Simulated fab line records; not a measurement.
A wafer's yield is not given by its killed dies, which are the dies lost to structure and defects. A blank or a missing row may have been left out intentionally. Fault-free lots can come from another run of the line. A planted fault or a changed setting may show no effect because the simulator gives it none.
Problem report, 8D (eight disciplines) form, completed by code / flow gf180mcu / the parts of the form that need people (team, actions taken, sign-off) are left out

== 1. WHAT WENT WRONG ==
Wafers without a fault read 2500.0 W, standard deviation 0.51; cathode_dc_power_W at GF_V5_SPUTTER_21 reads a mean of 1967.5 W on 6 wafers belonging to 2 lots. So: -99 or more standard deviations from the usual mean.
The step: material Ti, target thk 15 nm, time 80.02 s.
First seen on wafer L134.2, day 28 09:34, on pvd_sputter-04. At this step, 18 wafers from 6 lots have a number in the record. The rule behind "out" and "out of limits": a value lying over 4 standard deviations away from the usual mean. The other wafers with a number count as sound.

== 2. WHAT IT IS, WHAT IT ISN'T ==
question=which readings at this step | is=cathode_dc_power_W | is not=chamber_pressure_pa, throttle_valve_pct
question=which lots | is=L134, L136 | is not=L130, L132, L146, L153
question=which wafers of those lots | is=all that have a number | is not=-
question=read on which tools | is=pvd_sputter-04 | is not=pvd_sputter-01, pvd_sputter-03
question=when | is=from day 28 09:34 | is not=up to then (6 sound wafers); but 6 sound wafers of L146, L153 came after

== 3. THE SUSPECTS, EACH WITH WHAT RULES IT OUT ==
Counting: a tool stays on the suspect list if, at a process step up to the reading, it processed all lots that are out and no sound lot following the first of them.
- pvd_sputter-04 at GF_V5_SPUTTER_21 (material Ti, target thk 15 nm, time 80.02 s): kept. All lots that are out passed through it, beginning with L134 at day 28 09:34, and no sound lot followed; its final sound lot before that point was L132 at day 27 22:47. On those wafers its own readings are out: cathode_dc_power_W.
Left after counting: pvd_sputter-04 at GF_V5_SPUTTER_21.

== 4. THE CAUSE (what the simulator had put in) ==
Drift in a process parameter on pvd_sputter-04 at GF_V5_SPUTTER_21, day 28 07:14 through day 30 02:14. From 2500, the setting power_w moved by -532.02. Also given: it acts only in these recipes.
The count eliminated every tool but this one.

== 5. THE EFFECT CHAIN, in route order ==
Each row: a reading where the mean over the struck wafers with a number is more than 3 standard deviations away from the usual. Scope: only readings with a usual standard deviation given in the record; hours: median across lots of the time from each lot's start at the first step in this table that gives one to its start at this step; sigmas: change in usual standard deviations.
hours=0; step=GF_V5_SPUTTER_21; reading=cathode_dc_power_W; usual=2500.0 W; on struck wafers=1967.5; change=-532.5; sigmas=-99 or more
Its process steps:
- GF_V5_SPUTTER_21: material Ti, target thk 15 nm, time 80.02 s.

== 6. WHAT WOULD HAVE CAUGHT IT SOONER ==
First out-of-limits reading in this record: day 28 09:34, which is 2 hours after fault onset at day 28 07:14.
